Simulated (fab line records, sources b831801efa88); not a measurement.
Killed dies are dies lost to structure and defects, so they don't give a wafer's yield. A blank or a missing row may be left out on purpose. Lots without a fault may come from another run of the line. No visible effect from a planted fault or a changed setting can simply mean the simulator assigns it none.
Which tool is to blame? || flow sky130 || 39 wafers from 13 lots sampled at 2 of the route's 708 steps

WHAT THE GAUGES READ, wafer by wafer
SKY_SONOS_TUNNEL_CD_MEAS_07: target cd 410 nm.
{"lot": "L490", "measured": "day 11 11:02", "on": "cd_sem-02", "cd_nm (nm)": "408.8 410.9 411.6"}
{"lot": "L492", "measured": "day 11 23:55", "on": "cd_sem-01", "cd_nm (nm)": "408.8 406.0 407.0"}
{"lot": "L493", "measured": "day 12 07:19", "on": "cd_sem-02", "cd_nm (nm)": "410.3 411.9 410.5"}
{"lot": "L494", "measured": "day 12 12:56", "on": "cd_sem-01", "cd_nm (nm)": "412.6 413.1 411.6"}
{"lot": "L495", "measured": "day 13 05:35", "on": "cd_sem-01", "cd_nm (nm)": "412.4 410.9 409.8"}
{"lot": "L497", "measured": "day 13 22:56", "on": "cd_sem-01", "cd_nm (nm)": "409.6 410.4 408.5"}
{"lot": "L498", "measured": "day 14 12:26", "on": "cd_sem-02", "cd_nm (nm)": "406.9 407.8 366.7 406.9 407.7 366.6"}
{"lot": "L500", "measured": "day 14 16:38", "on": "cd_sem-02", "cd_nm (nm)": "410.8 409.5 409.9"}
{"lot": "L501", "measured": "day 15 02:21", "on": "cd_sem-02", "cd_nm (nm)": "407.9 411.3 410.7"}
{"lot": "L507", "measured": "day 17 08:08", "on": "cd_sem-01", "cd_nm (nm)": "408.5 413.1 411.4"}
{"lot": "L510", "measured": "day 18 03:03", "on": "cd_sem-02", "cd_nm (nm)": "410.9 408.7 413.6"}
{"lot": "L511", "measured": "day 18 06:14", "on": "cd_sem-01", "cd_nm (nm)": "408.5 405.8 406.2"}
{"lot": "L513", "measured": "day 19 01:40", "on": "cd_sem-02", "cd_nm (nm)": "411.5 411.8 413.8"}

EACH LOT AND THE TOOL THAT RAN IT (in order: tool; ch and the chambers of the sampled wafers; start)
{"lot": "L490", "SKY_SONOS_TUNNEL_DEVELOP_06": "litho_track-02 ch 0, day 11 10:53"}
{"lot": "L492", "SKY_SONOS_TUNNEL_DEVELOP_06": "litho_track-02 ch 0, day 11 23:46"}
{"lot": "L493", "SKY_SONOS_TUNNEL_DEVELOP_06": "litho_track-02 ch 0, day 12 07:10"}
{"lot": "L494", "SKY_SONOS_TUNNEL_DEVELOP_06": "litho_track-03 ch 0, day 12 12:48"}
{"lot": "L495", "SKY_SONOS_TUNNEL_DEVELOP_06": "litho_track-02 ch 0, day 13 05:26"}
{"lot": "L497", "SKY_SONOS_TUNNEL_DEVELOP_06": "litho_track-02 ch 0, day 13 22:47"}
{"lot": "L498", "SKY_SONOS_TUNNEL_DEVELOP_06": "litho_track-02 ch 0, day 14 12:17"}
{"lot": "L500", "SKY_SONOS_TUNNEL_DEVELOP_06": "litho_track-01 ch 0, day 14 16:29"}
{"lot": "L501", "SKY_SONOS_TUNNEL_DEVELOP_06": "litho_track-01 ch 0, day 15 02:13"}
{"lot": "L507", "SKY_SONOS_TUNNEL_DEVELOP_06": "litho_track-01 ch 0, day 17 07:59"}
{"lot": "L510", "SKY_SONOS_TUNNEL_DEVELOP_06": "litho_track-01 ch 0, day 18 02:55"}
{"lot": "L511", "SKY_SONOS_TUNNEL_DEVELOP_06": "litho_track-01 ch 0, day 18 06:07"}
{"lot": "L513", "SKY_SONOS_TUNNEL_DEVELOP_06": "litho_track-02 ch 0, day 19 01:31"}
- SKY_SONOS_TUNNEL_DEVELOP_06: develop time 60 s.

WHAT THE TOOLS THEMSELVES READ (means of the sampled wafers that have a number; where no wafer has one, the mark that the record gives instead)
The record holds no such reading with a usual standard deviation.

THE ANSWER, worked out from the rows above alone
Rule: usual is defined by the lots themselves. Put in order of their means at a reading, lots are off if they are a third of the lots or fewer, leave a main group of 4 or more, and stand apart from it by a gap of 3 or more times the standard deviation of the main group's means; of several such gaps the widest counts. The tables above print the reading to a certain number of digits; a main group whose means all agree to those digits is not used. Also off: a lot with no number at a reading for which 4 or more lots have one. The other lots that the step has rows for count as sound. First the gauges in route order, then the tools' own readings, where a lot's mean is used as printed above. The first step at which some lot is off is used, and at that step the reading that is off furthest; a lot without a number counts as furthest.
Off at SKY_SONOS_TUNNEL_CD_MEAS_07 (cd_nm): L498. Mean 410.2 nm and standard deviation 1.7 in the main group.
If a tool, at a process step before that reading, ran all the lots that are off and no sound lot after the first of them, it fits. Those tools and the gauges at SKY_SONOS_TUNNEL_CD_MEAS_07 are tried in the same way. Not one of the candidates tried fits.

WHAT THE SIMULATOR HAD PUT IN
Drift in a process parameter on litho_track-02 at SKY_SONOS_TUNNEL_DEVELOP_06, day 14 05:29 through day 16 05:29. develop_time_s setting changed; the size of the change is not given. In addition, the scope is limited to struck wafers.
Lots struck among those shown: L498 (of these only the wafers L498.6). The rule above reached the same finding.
